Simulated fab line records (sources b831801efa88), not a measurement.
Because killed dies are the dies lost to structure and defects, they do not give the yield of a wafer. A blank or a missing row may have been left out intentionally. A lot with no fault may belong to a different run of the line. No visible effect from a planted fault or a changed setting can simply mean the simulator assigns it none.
Code-filled problem report in 8D (eight disciplines) form || flow sky130 || the parts of the form that need people (team, actions taken, sign-off) are left out

== 1. WHAT WENT WRONG ==
Wafers without a fault read 4.999 Pa, standard deviation 0.01; chamber_pressure_pa at SKY_LI_CONTACT_SPUTTER_20 reads a mean of 4.282 Pa on 6 wafers belonging to 2 lots. That is -72 standard deviations from the usual mean.
The step: material TiN, target thk 20 nm, time 80 s.
The first sign was on wafer L463.1 at day 32 11:08, on pvd_sputter-02. Wafers with a number at this step in the record: 42, from 14 lots. By rule, "out" or "out of limits" means more than 4 standard deviations away from the usual mean. The rest of the wafers with a number are treated as sound.

== 2. WHAT IT IS; WHAT IT IS NOT ==
{"question": "which readings at this step", "is": "chamber_pressure_pa", "is not": "-"}
{"question": "which lots", "is": "L463, L464", "is not": "L454, L455, L456, L457, L458, L459, L461, L466, L471, L474, L475, L476"}
{"question": "which wafers of those lots", "is": "all that have a number", "is not": "-"}
{"question": "read on which tools", "is": "pvd_sputter-02", "is not": "pvd_sputter-01, pvd_sputter-03"}
{"question": "when", "is": "from day 32 11:08", "is not": "up to then (21 sound wafers); but 15 sound wafers of L466, L471, L474, L475, L476 came after"}

== 3. WHAT RULES OUT EACH SUSPECT ==
Counting: a tool stays on the suspect list if, at a process step up to the reading, it processed all lots that are out and no sound lot following the first of them.
- pvd_sputter-02 at SKY_LI_CONTACT_SPUTTER_20 (material TiN, target thk 20 nm, time 80 s): ruled out as a lasting fault. The sound lots L476 went through it after L463, its earliest lot that is out (day 32 11:08).
Left after counting: nothing in the record.

== 4. THE CAUSE (what the simulator had put in) ==
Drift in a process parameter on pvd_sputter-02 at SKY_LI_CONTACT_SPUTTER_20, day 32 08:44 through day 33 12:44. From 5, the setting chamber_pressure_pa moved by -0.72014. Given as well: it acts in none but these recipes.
Counting ruled it out, wrongly.

== 5. THE EFFECT CHAIN, in route order ==
Rows list readings where the struck wafers' mean (over those with a number) sits beyond 3 standard deviations from the usual. Readings are gone through only where the record gives a usual standard deviation; hours: the median, over the lots, of the time from a lot's start at the first step in this table giving one to that lot's start at this step; sigmas: the change measured in usual standard deviations.
{"hours": 0, "step": "SKY_LI_CONTACT_SPUTTER_20", "reading": "chamber_pressure_pa", "usual": "4.999 Pa", "on struck wafers": 4.282, "change": -0.717, "sigmas": -72}
{"hours": 0, "step": "SKY_LI_CONTACT_SPUTTER_20", "reading": "throttle_valve_pct", "usual": "29.9 %", "on struck wafers": 33.1, "change": "+3.2", "sigmas": "+3.4"}
Its process steps:
- SKY_LI_CONTACT_SPUTTER_20: material TiN, target thk 20 nm, time 80 s.
At these later measuring or inspecting steps, every struck wafer for which the step has a row has a number for every such reading, and none has moved that far: SKY_LI_CONTACT_RS_MEAS_22.

== 6. HOW IT WOULD HAVE BEEN CAUGHT EARLIER ==
First out-of-limits reading in this record: day 32 11:08, which is 2 hours after fault onset at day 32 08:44.
